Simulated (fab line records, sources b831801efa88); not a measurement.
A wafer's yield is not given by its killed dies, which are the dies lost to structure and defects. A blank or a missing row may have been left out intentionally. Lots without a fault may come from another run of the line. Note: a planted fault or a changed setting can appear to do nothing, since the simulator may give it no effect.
Chamber matching -- flow sky130 -- rie_diel-03 running SKY_VIA1_ETCH_15: 4 sister chambers
The step etches SiO2 in C4F8/O2/Ar, stops on TiN, target depth 351 nm, time 54 s. 8 wafers are shown with their chamber, then 12 later ones without.

WAFERS WITH THEIR CHAMBER
wafer,chamber,oes_product_au (a.u.)
L086.5,1,0.988
L086.6,2,0.986
L088.1,2,0.990
L088.2,3,0.973
L088.3,1,0.986
L088.4,0,0.987
L088.5,0,0.975
L088.6,3,0.983

WAFERS MISSING THEIR CHAMBER
wafer,oes_product_au (a.u.)
L089.1,0.980
L089.5,0.977
L089.6,0.988
L091.3,0.990
L091.4,0.987
L091.5,0.980
L094.1,0.978
L094.3,0.984
L094.6,0.976
L097.3,0.975
L097.4,0.995
L097.5,0.978

CHAMBER TAKEN BY EACH
wafer,from the rows above,in truth
L089.1,can't be placed: 0 or 3 or 1 or 2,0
L089.5,can't be placed: 3 or 0 or 1 or 2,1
L089.6,can't be placed: 2 or 1 or 0 or 3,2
L091.3,can't be placed: 2 or 1 or 0 or 3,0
L091.4,can't be placed: 1 or 2 or 0 or 3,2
L091.5,can't be placed: 0 or 3 or 1 or 2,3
L094.1,can't be placed: 3 or 0 or 1 or 2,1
L094.3,can't be placed: 0 or 1 or 2 or 3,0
L094.6,can't be placed: 3 or 0 or 1 or 2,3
L097.3,can't be placed: 3 or 0 or 1 or 2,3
L097.4,can't be placed: 2 or 1 or 0 or 3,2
L097.5,can't be placed: 3 or 0 or 1 or 2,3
Correct placement for 0 of the 12. Cannot be placed on the basis of these rows: 12; the candidates contain the true chamber in 12. Number placed wrongly: 0.
How it was worked out, from the rows above alone: a wafer's distance from a chamber is the root of the sum, over the readings, of the square of ((its reading less the chamber's mean) divided by the reading's scatter). If the next closest chamber is less than 2 further off than the closest, the wafer can't be placed; otherwise it belongs to the closest. For every chamber, the mean is computed from those of its wafers that are shown. The scatter is the square root of a quotient: the sum, over the shown wafers, of each reading's squared deviation from its chamber's mean, divided by wafers minus chambers.
